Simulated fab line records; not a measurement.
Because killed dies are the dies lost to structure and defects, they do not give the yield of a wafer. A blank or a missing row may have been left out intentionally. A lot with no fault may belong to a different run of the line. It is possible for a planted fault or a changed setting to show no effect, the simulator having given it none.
Matching of chambers    flow sfqLine    4 sister chambers for SFQ_TRILAYER_I0_CMP_CMP_028 on cmp-01
The step polishes SiO2. 8 wafers are shown with their chamber, then 7 later ones without.

== WAFERS, EACH WITH ITS CHAMBER ==
wafer   chamber  motorCurrentA (A)  timeToEndpointS (s)
L415.3  2        9.2                218
L417.2  0        9.6                211
L420.1  0        10.1               208
L424.1  3        10.1               208
L424.3  2        8.6                209
L424.4  1        8.2                217
L426.2  3        10.2               213
L427.5  1        8.3                220

== WAFERS WITHOUT THEIR CHAMBER ==
wafer   motorCurrentA (A)  timeToEndpointS (s)
L427.6  9.2                230
L436.2  9.2                215
L436.4  9.6                219
L436.6  9.6                232
L437.3  9.4                219
L437.1  9.9                215
L437.5  8.7                216

== WHICH CHAMBER EACH WENT THROUGH ==
wafer   from the rows above                in truth
L427.6  can't be placed: 2 or 1 or 0 or 3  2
L436.2  can't be placed: 2 or 0            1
L436.4  can't be placed: 0 or 2 or 3       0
L436.6  can't be placed: 2 or 0 or 3 or 1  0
L437.3  can't be placed: 2 or 0 or 3 or 1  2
L437.1  can't be placed: 0 or 3            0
L437.5  can't be placed: 2 or 1            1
Placed correctly: 0 of 7. From these rows, 7 cannot be placed; in 6 the true chamber is one of the candidates. 0 placed wrongly.
How it was worked out, from the rows above alone: a wafer's distance from a chamber is the root of the sum, over the readings, of the square of ((its reading less the chamber's mean) divided by the reading's scatter). If the next closest chamber is less than 2 further off than the closest, the wafer can't be placed; otherwise it belongs to the closest. For every chamber, the mean is computed from those of its wafers that are shown. The scatter is the square root of a quotient: the sum, over the shown wafers, of each reading's squared deviation from its chamber's mean, divided by wafers minus chambers.
